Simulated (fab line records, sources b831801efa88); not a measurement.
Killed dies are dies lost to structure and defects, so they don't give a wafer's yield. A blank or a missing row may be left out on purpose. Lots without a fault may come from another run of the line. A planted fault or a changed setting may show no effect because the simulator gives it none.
A struck lot beside a sound one | flow sky130 | 17 steps out of a route of 708
Sound: wafers L796.2, L796.4, L796.5. Struck: wafers L813.1, L813.4, L813.6. The cause comes at the end.
At each step with rows: each side's tool, then ch and its chambers, then its first start. Under that, the readings that differ: sound wafers | struck wafers | difference of the means | sigmas: that difference in standard deviations of wafers without a fault.
alike: readings whose means differ by less than 2 such deviations, and words and numbers that are the same on both sides. not compared: withheld readings, readings that some wafer has no value for, bounds like >300 that may hide the same value, and numbers for which the record gives no deviation and whose values overlap.
The two part at a step that has a row with sigmas, a row that says differs or no value, or rows on one side only. Numbers that don't overlap but have no deviation are shown without sigmas and don't part them. A reading that every wafer of one side lacks parts them only if that side has two wafers or more.

first, 1 step without rows for these wafers: SKY_LDD_N_IMPLANT_15.
SKY_LDD_N_STRIP_16: strips in O2/N2.
  sound on plasma_asher-01 ch 0,1, day 18 16:17; struck on plasma_asher-01 ch 0,1, day 25 06:14
  alike: chamber_pressure_mTorr, drypump_motor_current_A, o2_flow_sccm, oes_product_au, strip_time_to_endpoint_s
  not compared: rf_hours_counter_h
SKY_LDD_N_TW_MEAS_17:
  sound on film_metro-03, day 18 16:23; struck on film_metro-04, day 25 06:20
  alike: LDD_N_TW
then, 7 steps without rows for these wafers: SKY_LDD_P_DEHYDRATE_00 (time 60 s); SKY_LDD_P_HMDS_01 (prime time 60 s); SKY_LDD_P_COAT_02 (resist thk 1140 nm); SKY_LDD_P_SOFTBAKE_03 (time 60 s); SKY_LDD_P_EXPOSE_04 (exposes mask PSDM, target cd 380 nm); SKY_LDD_P_PEB_05; SKY_LDD_P_DEVELOP_06 (develop time 60 s).
SKY_LDD_P_CD_MEAS_07: target cd 380 nm.
  sound on cd_sem-02, day 19 22:33; struck on cd_sem-01, day 26 11:40
  alike: cd_nm
SKY_LDD_P_OVL_MEAS_08:
  sound on overlay-02, day 19 22:40; struck on overlay-02, day 26 11:47
  alike: LDD_P_OVL
SKY_LDD_P_IMPLANT_09:
  sound on implanter-04 ch 0, day 19 22:43; struck on implanter-01 ch 0, day 26 11:49
  reading            | sound            | struck         | difference | sigmas
  beam_on_s (s)      | 10.24 9.92 10.46 | 7.63 7.61 7.80 | -2.53      | -13
  faraday_current_uA | 55.1 56.9 53.9   | 73.4 74.3 71.9 | +17.9      | +16
  alike: end_station_pressure_torr
SKY_LDD_P_STRIP_10: strips in O2/N2.
  sound on plasma_asher-03 ch 1, day 19 22:50; struck on plasma_asher-03 ch 0,1, day 26 11:58
  alike: chamber_pressure_mTorr, drypump_motor_current_A, o2_flow_sccm, oes_product_au, strip_time_to_endpoint_s
  not compared: rf_hours_counter_h
SKY_LDD_P_TW_MEAS_11:
  sound on film_metro-01, day 19 22:57; struck on film_metro-01, day 26 12:04
  reading  | sound       | struck      | difference | sigmas
  LDD_P_TW | 633 631 633 | 588 586 588 | -45        | -14
then, 1 step without rows for these wafers: SKY_LDD_HVN_DEHYDRATE_00 (time 60 s).
-- the record jumps here: 24 days lie between the struck wafers' starts before and after (it left off in module LDD_HVN and takes up again in module PAD_OPEN, whose first step shown is number 708 of the route) --
SKY_PAD_OPEN_PROBE_99:
  sound on prober-01, day 46 16:57; struck on prober-02, day 50 17:46
  reading                     | sound          | struck         | difference | sigmas
  model.etest.tip_p.rs_ohm_sq | 6954 6917 6927 | 8600 8631 8558 | +1664      |
  alike: killed_at_M0_to_M3, killed_at_M4_up, killed_at_contacts, killed_at_front_end, killed_at_other, killed_dies, killed_open, killed_short
  not compared: model.etest.tip_p.rs_ohm_sq_range

WHERE THEY PART
First at SKY_LDD_P_IMPLANT_09; last, within this record, at SKY_LDD_P_TW_MEAS_11. Later steps at which nothing parts them and some readings are alike: SKY_PAD_OPEN_PROBE_99.

WHY: what the simulator had put in
Process parameter drift: implanter-01, from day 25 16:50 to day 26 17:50, at SKY_LDD_P_IMPLANT_09. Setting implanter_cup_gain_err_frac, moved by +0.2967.
